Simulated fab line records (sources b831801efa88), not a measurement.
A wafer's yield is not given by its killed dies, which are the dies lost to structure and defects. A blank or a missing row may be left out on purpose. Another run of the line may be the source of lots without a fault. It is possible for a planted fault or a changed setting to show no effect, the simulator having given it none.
The same fault as seen by 2 desks ; flow sky130 ; only its own numbers are on each desk; what lay behind them is given at the end

DESK OF THE TOOL OWNER: litho_track-03
The tool's own readings at SKY_LOCAL_INTERCONNECT_COAT_06 (resist thk 450 nm): means of the sampled wafers that have a number, for each lot that ran on this tool. The brackets show how far a lot's mean lies from the usual mean; more than 4 standard deviations puts the lot out of limits, marked OUT.
Columns: A = spin_speed_rpm at SKY_LOCAL_INTERCONNECT_COAT_06, usual 3000.2 rpm
lot;first seen here;A
L215;day 30 11:00;2998.5
L222;day 32 19:00;3197.1 (+99 or more) OUT
L224;day 33 02:00;3195.9 (+99 or more) OUT
L225;day 33 18:00;3196.2 (+99 or more) OUT
L233;day 36 16:00;3001.6
This desk finds L222, L224, L225 out of limits, L222 being first, at day 32 19:00 (spin_speed_rpm at SKY_LOCAL_INTERCONNECT_COAT_06). L215, L233 stayed within limits.

THE METROLOGY DESK
What the gauges read for every lot (on any tool): the sampled wafers with a number, averaged. The brackets show how far a lot's mean lies from the usual mean; more than 4 standard deviations puts the lot out of limits, marked OUT.
Columns: A = LI_CONTACT_W_THK at SKY_LI_CONTACT_THK_MEAS_23, usual 396 nm
lot;first seen here;A
L213;day 29 00:37;387
L215;day 29 22:32;395
L218;day 30 23:00;396
L222;day 32 06:13;402
L223;day 32 11:36;391
L224;day 32 12:42;395
L225;day 33 05:46;395
L228;day 35 18:11;395
L232;day 35 22:55;400
L234;day 36 00:55;398
L233;day 36 02:02;394
L236;day 36 15:59;395
This desk's finding: nothing out of limits on any of the 12 lots.

PUT TOGETHER
An alarm could have come from the tool owner's desk at day 32 19:00, on L222, L224, L225.
Metrology desk: nothing out of limits seen.
The metrology desk holds a record of L222, L224, L225, inside its limits.
SKY_LOCAL_INTERCONNECT_COAT_06 was run on litho_track-03 by each of the lots named.

WHAT WAS PUT IN BY THE SIMULATOR
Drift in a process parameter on litho_track-03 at SKY_LOCAL_INTERCONNECT_COAT_06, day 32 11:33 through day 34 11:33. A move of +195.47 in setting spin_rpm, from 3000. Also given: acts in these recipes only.
Shown lots that were struck: L222, L224, L225.
How many hours passed from the start of the fault until each desk's first out-of-limits reading: the tool owner's desk, 7.
